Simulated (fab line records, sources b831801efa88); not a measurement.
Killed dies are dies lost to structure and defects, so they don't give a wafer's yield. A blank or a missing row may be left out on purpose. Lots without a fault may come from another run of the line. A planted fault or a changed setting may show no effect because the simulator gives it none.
One fault seen from 2 desks | flow gf180mcu | each desk has only its own numbers; what lay behind them comes last

THE METROLOGY DESK
What the gauges read, lot by lot, whatever tool the lot ran on: means of the sampled wafers that have a number. A lot is out of limits, marked OUT, if its mean lies more than 4 standard deviations from the usual mean; the brackets give that distance.
Columns: A = STI_CVD_03_THK at GF_STI_THK_MEAS_04, usual 207.6 nm; B = VT_IMPLANT_3_TW at GF_VT_IMPLANT_TW_MEAS_32, usual 268.8
lot  | first seen here | A     | B
L822 | day 1 14:25     | 208.7 | 267.8
L823 | day 1 19:40     | 207.3 | 270.0
L824 | day 1 23:34     | 208.3 | 266.0
L830 | day 3 05:35     | 210.4 | 271.8
L831 | day 3 11:59     | 209.4 | 267.3
L833 | day 3 20:48     | 207.7 | 271.6
L834 | day 4 01:52     | 209.5 | 268.1
L839 | day 5 04:35     | 208.5 | 266.6
L840 | day 5 07:35     | 204.1 | 268.3
L844 | day 6 03:35     | 207.4 | 266.1
L845 | day 6 08:57     | 205.3 | 273.2
This desk's finding: nothing out of limits on any of the 11 lots.

THE TOOL OWNER'S DESK: rie_diel-04
The tool's own readings at GF_STI_ETCH_13 (etches the open film in CHF3/O2, stops on Si, target depth 282.31 nm, time 112.9 s): means of the sampled wafers that have a number, for each lot that ran on this tool. A lot is out of limits, marked OUT, if its mean lies more than 4 standard deviations from the usual mean; the brackets give that distance.
Columns: A = chf3_flow_sccm at GF_STI_ETCH_13, usual 50.01 sccm; B = drypump_motor_current_A at GF_STI_ETCH_13, usual 5.8 A; C = oes_product_au at GF_STI_ETCH_13, usual 0.833 a.u.; D = run_length_s at GF_STI_ETCH_13, usual 141.2 s; E = throttle_valve_pct at GF_STI_ETCH_13, usual 8.809 %
lot  | first seen here | A     | B   | C                | D               | E
L822 | day 2 01:48     | 50.03 | 5.9 | 0.837            | 140.8           | 8.811
L824 | day 2 11:00     | 49.97 | 5.7 | 0.837            | 141.2           | 8.807
L830 | day 3 18:12     | 50.04 | 6.1 | 0.916 (+12) OUT  | 127.1 (-31) OUT | 8.832
L833 | day 4 10:24     | 49.98 | 5.7 | 0.996 (+24) OUT  | 111.8 (-65) OUT | 8.845
L834 | day 4 15:39     | 50.01 | 5.9 | 0.887 (+7.9) OUT | 131.6 (-21) OUT | 8.833
This desk's finding: out of limits on L830, L833, L834; first on L830, day 3 18:12 (oes_product_au at GF_STI_ETCH_13). In limits: L822, L824.

PUT TOGETHER
The tool owner's desk could have raised an alarm at day 3 18:12, on L830, L833, L834.
The metrology desk saw nothing out of limits.
The metrology desk has L830, L833, L834 on record, within its limits.
Of the lots named, all ran GF_STI_ETCH_13 on rie_diel-04.

WHAT THE SIMULATOR HAD PUT IN
Process parameter drift: rie_diel-04, from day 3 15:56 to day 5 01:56, at GF_STI_ETCH_13. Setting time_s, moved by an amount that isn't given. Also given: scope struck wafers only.
Lots struck among those shown: L830, L833, L834.
Hours from the fault's start to each desk's first reading out of limits: the tool owner's desk, 2.
